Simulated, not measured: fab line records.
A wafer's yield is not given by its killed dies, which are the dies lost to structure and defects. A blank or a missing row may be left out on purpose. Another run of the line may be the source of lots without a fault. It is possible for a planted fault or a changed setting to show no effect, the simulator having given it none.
Which tool is to blame?    flow sky130    45 wafers from 15 lots sampled at 2 of the route's 708 steps

## WHAT THE GAUGES SHOWED, per wafer
SKY_VIA3_OVL_MEAS_13.
lot   measured      on          VIA3_OVL (nm)
L731  day 39 17:19  overlay-02  -1 6 8
L733  day 40 03:04  overlay-02  8 -4 5
L734  day 40 22:31  overlay-02  6 -2 -4
L737  day 41 19:01  overlay-01  3 6 0
L738  day 42 02:55  overlay-01  -6 5 -2
L740  day 42 21:16  overlay-02  3 3 5
L741  day 42 21:43  overlay-02  -3 -4 -3
L743  day 43 17:38  overlay-01  2 8 1
L746  day 44 01:07  overlay-01  4 5 3
L747  day 44 06:13  overlay-02  1 -11 -8
L748  day 44 15:35  overlay-01  -6 0 1
L749  day 44 19:19  overlay-02  2 5 5
L750  day 44 21:55  overlay-02  6 2 -1
L753  day 45 22:46  overlay-02  0 4 2
L754  day 46 06:29  overlay-02  -4 -5 -8

## WHICH TOOL RAN EACH LOT (tool, then ch and the chambers of the sampled wafers, then the start)
lot   SKY_CAPM_CVD_00
L731  pecvd-02 ch 0,1, day 36 10:31
L733  pecvd-02 ch 1,2, day 36 21:22
L734  pecvd-04 ch 0,1,2, day 37 18:07
L737  pecvd-02 ch 0,2, day 38 15:29
L738  pecvd-04 ch 0,2, day 39 01:29
L740  pecvd-01 ch 1,2, day 39 19:11
L741  pecvd-02 ch 0,2, day 39 19:46
L743  pecvd-01 ch 0,1,2, day 40 15:51
L746  pecvd-02 ch 1,2, day 41 01:04
L747  pecvd-04 ch 1,2, day 41 06:22
L748  pecvd-01 ch 0,2, day 41 16:27
L749  pecvd-01 ch 1,2, day 41 20:23
L750  pecvd-04 ch 1,2, day 41 23:03
L753  pecvd-04 ch 1,2, day 43 02:38
L754  pecvd-02 ch 0,1,2, day 43 11:42
- SKY_CAPM_CVD_00: deposits SiO2, target thk 15.5 nm.

## AS READ BY THE TOOLS THEMSELVES (means over the sampled wafers that have a number; for cases with no such wafer, the mark the record gives instead)
SKY_CAPM_CVD_00.
lot   tool      heaterPowerW (W)
L731  pecvd-02  725
L733  pecvd-02  604
L734  pecvd-04  678
L737  pecvd-02  734
L738  pecvd-04  711
L740  pecvd-01  768
L741  pecvd-02  714
L743  pecvd-01  701
L746  pecvd-02  635
L747  pecvd-04  626
L748  pecvd-01  676
L749  pecvd-01  609
L750  pecvd-04  686
L753  pecvd-04  639
L754  pecvd-02  664

## THE ANSWER, worked out from the rows above alone
Rule: the lots themselves supply what counts as usual. The widest of any qualifying gaps counts: lots, ordered by their means at a reading, are off when they make up no more than a third of the lots, leave a main group of 4 or more, and stand apart from it by 3 or more times the standard deviation of that group's means. If all means in a main group match to the digits the tables above print for the reading, that group is not used. Also off: a lot with no number at a reading for which 4 or more lots have one. Where the step has rows for the other lots, those lots are counted as sound. Order of review: gauges by route order, followed by the tools' own readings, for which a lot's mean as printed above is used. At the first step where some lot is off, the reading lying furthest off is the one used; lots without a number count as furthest.
Nothing can be told from this: no lot is off at any reading shown.

## WHAT THE SIMULATOR PUT IN
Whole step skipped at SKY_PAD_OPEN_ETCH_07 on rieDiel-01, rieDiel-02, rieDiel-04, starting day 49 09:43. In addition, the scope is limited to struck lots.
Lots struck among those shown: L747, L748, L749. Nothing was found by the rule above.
